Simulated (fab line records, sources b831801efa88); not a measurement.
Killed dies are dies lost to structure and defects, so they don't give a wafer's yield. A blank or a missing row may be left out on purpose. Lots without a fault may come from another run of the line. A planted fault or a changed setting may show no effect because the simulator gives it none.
A struck lot beside a sound one | flow sky130 | 16 steps out of a route of 708
Sound: wafers L473.1, L473.4, L473.6. Struck: wafers L485.2, L485.4, L485.6. The cause comes at the end.
At each step with rows: each side's tool, then ch and its chambers, then its first start. Under that, the readings that differ: sound wafers | struck wafers | difference of the means | sigmas: that difference in standard deviations of wafers without a fault.
alike: readings whose means differ by less than 2 such deviations, and words and numbers that are the same on both sides. not compared: withheld readings, readings that some wafer has no value for, bounds like >300 that may hide the same value, and numbers for which the record gives no deviation and whose values overlap.
The two part at a step that has a row with sigmas, a row that says differs or no value, or rows on one side only. Numbers that don't overlap but have no deviation are shown without sigmas and don't part them. A reading that every wafer of one side lacks parts them only if that side has two wafers or more.

first, 1 step without rows for these wafers: SKY_POLY_CUT_DEVELOP_07 (develop time 60 s).
SKY_POLY_CUT_CD_MEAS_08: target cd 270 nm.
  sound on cd_sem-01, day 26 05:55; struck on cd_sem-02, day 30 01:16
  alike: cd_nm
SKY_POLY_CUT_OVL_MEAS_09:
  sound on overlay-02, day 26 06:02; struck on overlay-02, day 30 01:22
  alike: POLY_CUT_OVL
SKY_POLY_CUT_ETCH_10: etches BARC in N2/H2, stops on SiO2, time 45.9 s, target depth 60 nm.
  sound on rie_diel-03 ch 0,2,3, day 26 06:05; struck on rie_diel-04 ch 2,3, day 30 01:24
  alike: drypump_motor_current_A, oes_product_au, rf_fwd_power_W, throttle_valve_pct
  not compared: rf_hours_counter_h
SKY_POLY_CUT_ETCH_11: etches Si3N4 in CF4/CH2F2/Ar, stops on poly-Si, time 42.5 s, target depth 60 nm.
  sound on rie_diel-03 ch 0,2,3, day 26 06:07; struck on rie_diel-04 ch 2,3, day 30 01:26
  alike: drypump_motor_current_A, mfc_ar_sccm, oes_product_au, rf_fwd_power_W, throttle_valve_pct
  not compared: rf_hours_counter_h
SKY_POLY_CUT_STRIP_12: strips in O2/N2.
  sound on plasma_asher-04 ch 0,1, day 26 06:10; struck on plasma_asher-02 ch 0,1, day 30 01:29
  reading                      | sound             | struck            | difference | sigmas
  strip_time_to_endpoint_s (s) | 5.353 5.348 5.369 | 5.381 5.404 5.387 | +0.034     | +2
  alike: drypump_motor_current_A, oes_product_au
  not compared: rf_hours_counter_h
then, 6 steps without rows for these wafers: SKY_SD_P_DEHYDRATE_00 (time 60 s); SKY_SD_P_HMDS_01 (prime time 60 s); SKY_SD_P_COAT_02 (resist thk 1140 nm); SKY_SD_P_SOFTBAKE_03 (time 60 s); SKY_SD_P_EXPOSE_04 (exposes mask PSDM, target cd 380 nm); SKY_SD_P_PEB_05.
SKY_SD_P_DEVELOP_06: develop time 60 s.
  sound on litho_track-03 ch 0, day 27 10:55; struck on litho_track-01 ch 0, day 31 04:19
SKY_SD_P_CD_MEAS_07: target cd 380 nm.
  sound on cd_sem-01, day 27 11:04; struck on cd_sem-01, day 31 04:28
  reading    | sound             | struck            | difference | sigmas
  cd_nm (nm) | 378.6 377.4 377.4 | 285.5 286.0 285.1 | -92.3      | -40
SKY_SD_P_OVL_MEAS_08:
  sound on overlay-01, day 27 11:11; struck on overlay-02, day 31 04:34
  alike: SD_P_OVL
-- the record jumps here: 19 days lie between the struck wafers' starts before and after (it left off in module SD_P and takes up again in module PAD_OPEN, whose first step shown is number 708 of the route) --
SKY_PAD_OPEN_PROBE_99:
  sound on prober-01, day 46 23:48; struck on prober-01, day 49 16:35
  reading         | sound | struck | difference | sigmas
  killed_at_other | 1 0 0 | 2 2 1  | +1         | +2
  alike: killed_at_M0_to_M3, killed_at_M4_up, killed_at_contacts, killed_at_front_end, killed_dies, killed_open, killed_short

WHERE THEY PART
First at SKY_POLY_CUT_STRIP_12; last, within this record, at SKY_PAD_OPEN_PROBE_99.

WHY: what the simulator had put in
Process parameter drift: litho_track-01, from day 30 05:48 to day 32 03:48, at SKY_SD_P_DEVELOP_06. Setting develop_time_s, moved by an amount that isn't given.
